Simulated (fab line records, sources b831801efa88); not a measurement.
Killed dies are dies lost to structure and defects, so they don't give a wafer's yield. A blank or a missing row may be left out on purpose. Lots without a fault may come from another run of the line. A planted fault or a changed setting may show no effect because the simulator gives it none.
A struck lot beside a sound one | flow sky130 | 39 steps out of a route of 708
Sound: wafers L549.3, L549.4, L549.5. Struck: wafers L557.2, L557.6. (L557.1 of the same lot was not struck and is left out.) The cause comes at the end.
At each step with rows: each side's tool, then ch and its chambers, then its first start. Under that, the readings that differ: sound wafers | struck wafers | difference of the means | sigmas: that difference in standard deviations of wafers without a fault.
alike: readings whose means differ by less than 2 such deviations, and words and numbers that are the same on both sides. not compared: withheld readings, readings that some wafer has no value for, bounds like >300 that may hide the same value, and numbers for which the record gives no deviation and whose values overlap.
The two part at a step that has a row with sigmas, a row that says differs or no value, or rows on one side only. Numbers that don't overlap but have no deviation are shown without sigmas and don't part them. A reading that every wafer of one side lacks parts them only if that side has two wafers or more.

first, 10 steps without rows for these wafers: SKY_VIA2_ETCH_15 (etches SiO2 in C4F8/O2/Ar, stops on TiN, target depth 546 nm, time 84 s); SKY_VIA2_STRIP_16 (strips in O2/N2); SKY_VIA2_STRIP_17 (strips in post etch residue remover, time 1200 s); SKY_VIA2_CLEAN_18 (cleans in IPA, time 180 s); SKY_VIA2_CLEAN_19 (cleans in O3/DIW); SKY_VIA2_SPUTTER_20 (material TiN, target thk 20 nm, time 80 s); SKY_VIA2_CVD_21 (deposits W, target thk 420 nm, time 126.4 s); SKY_VIA2_CMP_24 (polishes, stops on SiO2, t overpolish 20 s, target thk 0 nm); SKY_METAL3_SPUTTER_00 (material Ti, target thk 15 nm, time 10 s); SKY_METAL3_SPUTTER_01 (material TiN, target thk 20 nm, time 16.7 s).
SKY_METAL3_SPUTTER_02: material AlCu, target thk 735 nm, time 39.1 s.
  sound on pvd_sputter-03, day 40 00:13; struck on pvd_sputter-03, day 42 06:55
  reading                                     | sound             | struck      | difference | sigmas
  model.AlCu_of_METAL3_SPUTTER_02.thk_nm (nm) | 742.1 731.5 732.5 | 332.3 346.8 | -395.8     |
  alike: throttle_valve_pct
then, 24 steps without rows for these wafers: SKY_METAL3_SPUTTER_03 (material Ti, target thk 5 nm, time 3.3 s); SKY_METAL3_SPUTTER_04 (material TiN, target thk 70 nm, time 58.3 s); SKY_CAPM_CVD_00 (deposits SiO2, target thk 15.5 nm); SKY_CAPM_SPUTTER_02 (material TiN, target thk 200 nm, time 166.7 s); SKY_CAPM_DEHYDRATE_05 (time 60 s); SKY_CAPM_HMDS_06 (prime time 60 s); SKY_CAPM_COAT_07 (resist thk 1140 nm); SKY_CAPM_SOFTBAKE_08 (time 60 s); SKY_CAPM_EXPOSE_09 (exposes mask CAPM, target cd 1000 nm); SKY_CAPM_PEB_10; SKY_CAPM_DEVELOP_11 (develop time 60 s); SKY_CAPM_METAL_ETCH_13 (etches TiN in Cl2/BCl3, stops on SiO2, target depth 220 nm, time 62.9 s); SKY_CAPM_STRIP_14 (strips in O2/N2); SKY_CAPM_STRIP_15 (strips in post etch residue remover, time 1200 s); SKY_CAPM_CLEAN_16 (cleans in IPA, time 180 s); SKY_CAPM_CLEAN_17 (cleans in O3/DIW); SKY_METAL3_DEHYDRATE_05 (time 60 s); SKY_METAL3_HMDS_06 (prime time 60 s); SKY_METAL3_COAT_07 (resist thk 60 nm); SKY_METAL3_COAT_08 (resist thk 1140 nm); SKY_METAL3_SOFTBAKE_09 (time 90 s); SKY_METAL3_EXPOSE_10 (exposes mask MM3, target cd 300 nm); SKY_METAL3_PEB_11; SKY_METAL3_DEVELOP_12 (develop time 60 s).
SKY_METAL3_METAL_ETCH_18: etches the open film in Cl2/BCl3, stops on SiO2, target depth 845 nm, time 183.1 s.
  sound on rie_metal-01 ch 0,1, day 42 02:07; struck on rie_metal-04 ch 0, day 44 01:28
  reading               | sound             | struck      | difference | sigmas
  oes_product_au (a.u.) | 0.866 0.868 0.860 | 0.640 0.639 | -0.225     | -34
  alike: bcl3_flow_sccm, chamber_pressure_mTorr, drypump_motor_current_A, throttle_valve_pct
  not compared: rf_hours_counter_h
SKY_VIA3_BOW_MEAS_03:
  sound on film_metro-02, day 42 03:24; struck on film_metro-01, day 44 03:09
  reading       | sound    | struck | difference                    | sigmas
  VIA3_BOW (um) | 79 70 72 | - -    | no value on the struck wafers |
  not compared: hold
SKY_VIA3_DEHYDRATE_04: time 60 s.
  sound on litho_track-02 ch 0, day 42 14:10; struck on litho_track-01 ch 0, day 44 11:34
  reading         | sound          | struck                                            | difference                   | sigmas
  hold            | - - -          | await_dispo/3.7h/release await_dispo/3.7h/release | no value on the sound wafers |
  exhaust_pa (Pa) | 44.9 44.3 43.9 | 45.6 46.4                                         | +1.6                         | +2
-- the record jumps here: 6 days lie between the struck wafers' starts before and after (it left off in module VIA3 and takes up again in module PAD_OPEN, whose first step shown is number 708 of the route) --
SKY_PAD_OPEN_PROBE_99:
  sound on prober-01, day 48 12:16; struck on prober-02, day 50 09:37
  reading                      | sound                   | struck          | difference | sigmas
  model.etest.met3.line_ohm_um | 0.1447 0.1415 0.1452    | 0.3162 0.3099   | +0.1693    |
  model.etest.met3.rs_ohm_sq   | 0.04203 0.04281 0.04255 | 0.09537 0.09228 | +0.05136   |
  alike: defect_limited_yield, killed_at_M0_to_M3, killed_at_M4_up, killed_at_contacts, killed_at_front_end, killed_at_other, killed_dies, killed_on_rim, killed_open, killed_short, sort_bin_3_pad_short, sort_bin_5_function, sort_bin_6_memory, sort_n_pass, sort_yield_pct

WHERE THEY PART
First at SKY_METAL3_METAL_ETCH_18; last, within this record, at SKY_VIA3_DEHYDRATE_04. Later steps at which nothing parts them and some readings are alike: SKY_PAD_OPEN_PROBE_99.

WHY: what the simulator had put in
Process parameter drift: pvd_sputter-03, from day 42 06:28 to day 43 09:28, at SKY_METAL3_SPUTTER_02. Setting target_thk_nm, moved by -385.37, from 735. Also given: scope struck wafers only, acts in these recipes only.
